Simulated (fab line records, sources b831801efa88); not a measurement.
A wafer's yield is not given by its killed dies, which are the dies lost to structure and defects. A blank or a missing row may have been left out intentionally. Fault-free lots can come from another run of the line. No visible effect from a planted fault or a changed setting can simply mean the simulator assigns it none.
Which tool was responsible? -- flow sky130 -- 6 lots with 18 wafers sampled at 2 steps, on a route of 708 steps

== WHAT THE GAUGES READ, wafer by wafer ==
SKY_GATE_OXIDE_THK_MEAS_02.
lot,measured,on,GATE_OXIDE_OXIDATION_00_THK (nm)
L692,day 13 02:08,filmMetro-03,10.60 10.52 10.59
L695,day 13 22:35,filmMetro-03,10.42 10.29 10.25
L698,day 14 23:38,filmMetro-01,10.50 10.41 10.29
L703,day 16 19:08,filmMetro-03,8.74 8.64 8.73 8.76 8.63 8.75
L708,day 18 11:07,filmMetro-04,10.35 10.34 10.29
L712,day 19 19:40,filmMetro-03,10.13 10.05 10.13

== TOOL THAT RAN EACH LOT (tool first, then ch and the chambers of the sampled wafers, then the start) ==
lot,SKY_GATE_OXIDE_OXIDATION_01
L692,"furnace-02 ch 0, day 13 00:43"
L695,"furnace-02 ch 0, day 13 21:10"
L698,"furnace-01 ch 0, day 14 22:13"
L703,"furnace-01 ch 0, day 16 17:43"
L708,"furnace-02 ch 0, day 18 09:42"
L712,"furnace-02 ch 0, day 19 18:15"
- SKY_GATE_OXIDE_OXIDATION_01: stabilise 600 s, purge 300 s, target thk 10.268 nm.

== THE ANSWER, worked out from the rows above alone ==
Rule: what is usual is taken from the lots themselves. Put in order of their means at a reading, lots are off if they are a third of the lots or fewer, leave a main group of 4 or more, and stand apart from it by a gap of 3 or more times the standard deviation of the main group's means; of several such gaps the widest counts. If all means in a main group match to the digits the tables above print for the reading, that group is not used. A lot without any number at a reading at which 4 lots or more have one is off too. All remaining lots with rows at the step are treated as sound.
Off: L703, seen at SKY_GATE_OXIDE_THK_MEAS_02 (GATE_OXIDE_OXIDATION_00_THK). The main group: mean 10.34 nm, standard deviation 0.15.
A tool fits if, at a process step before that reading, it ran every lot that is off, and no sound lot after the first of them. Those tools and the gauges at SKY_GATE_OXIDE_THK_MEAS_02 are tried in the same way. One fits: SKY_GATE_OXIDE_OXIDATION_01 on furnace-01. A fault onset in the window from L698 (day 14 22:13, its last sound lot) to L703 (day 16 17:43, its first lot off) fits.

== WHAT HAD BEEN PUT IN BY THE SIMULATOR ==
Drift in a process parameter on furnace-01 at SKY_GATE_OXIDE_OXIDATION_01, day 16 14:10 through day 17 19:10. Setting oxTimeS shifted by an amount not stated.
Lots struck among those shown: L703. The same result came from the rule above.
